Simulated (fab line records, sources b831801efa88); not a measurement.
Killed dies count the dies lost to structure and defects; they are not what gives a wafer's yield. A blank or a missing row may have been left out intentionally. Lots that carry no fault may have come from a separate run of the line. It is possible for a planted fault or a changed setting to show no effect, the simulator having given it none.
A struck lot beside a sound one	flow sky130	14 out of 708 route steps
Sound: wafers L181.2, L181.3, L181.4. Struck: wafers L178.3, L178.5, L178.6. The cause comes at the end.
At each step with rows: each side's tool, then ch and its chambers, then its first start. Under that, the readings that differ: sound wafers	struck wafers	difference of the means	sigmas: that difference in standard deviations of wafers without a fault.
alike: readings with means less than 2 such deviations apart, plus words and numbers identical on both sides. not compared: withheld readings, readings lacking a value on some wafer, bounds such as >300 that could conceal the same value, and numbers that have no deviation in the record and whose values overlap.
Wherever a step has rows on one side only, a row that says differs or no value, or a row with sigmas, the two part there. Non-overlapping numbers with no deviation appear without sigmas and do not part them. A reading that every wafer of one side lacks parts them only if that side has two wafers or more.

first, 2 steps without rows for these wafers: SKY_SONOS_TUNNEL_CLEAN_13 (cleans in dHF, time 20 s); SKY_SONOS_ONO_OXIDATION_00 (stabilise 600 s, purge 300 s, target thk 2.6 nm).
SKY_SONOS_ONO_THK_MEAS_01:
  struck on filmMetro-04, day 17 01:29; sound on filmMetro-01, day 18 13:44
  alike: SONOS_ONO_OXIDATION_THK
then, 1 step without rows for these wafers: SKY_SONOS_ONO_CVD_02 (deposits Si3N4 from DCS/NH3, target thk 10.5 nm, time 180 s).
SKY_SONOS_ONO_THK_MEAS_03:
  struck on filmMetro-03, day 17 12:25; sound on filmMetro-03, day 18 17:12
  alike: SONOS_ONO_CVD_02_THK
then, 1 step without rows for these wafers: SKY_SONOS_ONO_CVD_04 (deposits SiO2 from SiH4/N2O, target thk 5.7199 nm).
SKY_SONOS_ONO_THK_MEAS_05:
  struck on filmMetro-03, day 17 13:45; sound on filmMetro-04, day 18 20:05
  alike: SONOS_ONO_CVD_04_THK
then, 5 steps without rows for these wafers: SKY_SONOS_ONO_DEHYDRATE_06 (time 60 s); SKY_SONOS_ONO_HMDS_07 (prime time 60 s); SKY_SONOS_ONO_COAT_08 (resist thk 1140 nm); SKY_SONOS_ONO_SOFTBAKE_09 (time 60 s); SKY_SONOS_ONO_EXPOSE_10 (exposes mask ONOM, target cd 410 nm).
SKY_SONOS_ONO_PEB_11:
  struck on lithoTrack-03, day 18 20:20; sound on lithoTrack-01 ch 0, day 20 01:54
reading	sound	struck	difference	sigmas
exhaustPa (Pa)	44.5 46.3 45.1	- - -	no value on the struck wafers	
  not compared: chillPlateTempC
then, 1 step without rows for these wafers: SKY_SONOS_ONO_DEVELOP_12 (develop time 60 s).

== WHERE THEY PART ==
At SKY_SONOS_ONO_PEB_11 and nowhere else, as far as this record goes.

WHY: what had been put in by the simulator
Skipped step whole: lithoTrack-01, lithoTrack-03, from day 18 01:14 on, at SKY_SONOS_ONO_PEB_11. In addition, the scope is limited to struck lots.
